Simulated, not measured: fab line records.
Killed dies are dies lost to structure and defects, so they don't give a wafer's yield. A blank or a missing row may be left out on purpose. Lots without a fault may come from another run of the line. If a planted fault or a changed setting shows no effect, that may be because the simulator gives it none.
Problem report in the 8D (eight disciplines) form, filled by code || flow sky130 || the parts of the form that need people (team, actions taken, sign-off) are left out

## 1. THE PROBLEM
Across 6 wafers from 2 lots, SD_P_TW at SKY_SD_P_TW_MEAS_11 averages 2998, while fault-free wafers read 2839 with a standard deviation of 19. Measured from the usual mean, that is +8.4 standard deviations.
Seen first at day 30 07:17 on film-metro-04, wafer L508.2. At this step, 36 wafers from 12 lots have a number in the record. Rule for "out" (also "out of limits"): further than 4 standard deviations from the usual mean. The other wafers with a number count as sound.

## 2. WHAT IT IS, WHAT IT ISN'T
{"question": "which readings at this step", "is": "SD_P_TW", "is not": "-"}
{"question": "which lots", "is": "L508, L512", "is not": "L495, L498, L499, L500, L501, L502, L504, L507, L515, L516"}
{"question": "which wafers of those lots", "is": "all that have a number", "is not": "-"}
{"question": "read on which gauges", "is": "film-metro-04", "is not": "film-metro-01, film-metro-02"}
{"question": "when", "is": "from day 30 07:17", "is not": "up to then (24 sound wafers); but 6 sound wafers of L515, L516 came after"}

## 3. WHAT RULES OUT EACH SUSPECT
Counting: a tool at a process step up to the reading stays a suspect if it ran every lot that is out and no sound lot after the first of them.
- ruled out: the gauge at SKY_SD_P_TW_MEAS_11. All the wafers that are out were read on film-metro-04, but those of them that SKY_SD_P_IMPLANT_09 has rows for are out there too, on other tools.
- implanter-03 at SKY_SD_P_IMPLANT_09: kept. Every lot that is out went through it, starting with L508 (day 30 07:02), and after that it ran no sound lot; the last sound lot it ran before then is L499 (day 26 14:10). Its own tilt-deg readings are out on those wafers.
The count leaves implanter-03 at SKY_SD_P_IMPLANT_09.

## 4. THE CAUSE (what the simulator had put in)
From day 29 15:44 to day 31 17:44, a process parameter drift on implanter-03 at SKY_SD_P_IMPLANT_09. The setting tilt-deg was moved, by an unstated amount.
Only this tool survived the counting.

## 5. THE CHAIN OF EFFECTS, in route order
Each row: a reading whose mean over the struck wafers that have a number lies more than 3 standard deviations from the usual. Scope: only readings with a usual standard deviation given in the record; hours: median across lots of the time from each lot's start at the first step in this table that gives one to its start at this step; sigmas: change in usual standard deviations.
{"hours": 0, "step": "SKY_SD_P_IMPLANT_09", "reading": "tilt-deg", "usual": "0.001 degrees", "on struck wafers": 8.577, "change": "+8.576", "sigmas": "+99 or more"}
{"hours": 0, "step": "SKY_SD_P_TW_MEAS_11", "reading": "SD_P_TW", "usual": 2839, "on struck wafers": 2998, "change": "+159", "sigmas": "+8.4"}
It contains these process steps:
- SKY_SD_P_IMPLANT_09
Readings that are blank on the struck wafers while sound wafers have them: SD_P_RS at SKY_SD_N_RS_MEAS_17.
Later steps that measure or inspect, where all struck wafers having a row at the step show a number for every such reading and not one has moved that far: SKY_SD_N_RS_MEAS_18, SKY_CONTACT_BOW_MEAS_05, SKY_CONTACT_RS_MEAS_25.

## 6. HOW IT WOULD HAVE BEEN CAUGHT EARLIER
In this record the first reading out of limits at a measuring or inspecting step was taken at day 30 07:17, 16 hours after the fault began at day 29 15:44.
The tool's own readings at SKY_SD_P_IMPLANT_09 were out on every struck wafer that the step has a row for (tilt-deg): an alarm limit on them would have fired on the first of those.
Of the lots that are out (2), L512 began SKY_SD_P_IMPLANT_09 on implanter-03 after day 30 07:17. A hold on the tool at that time would have spared it.
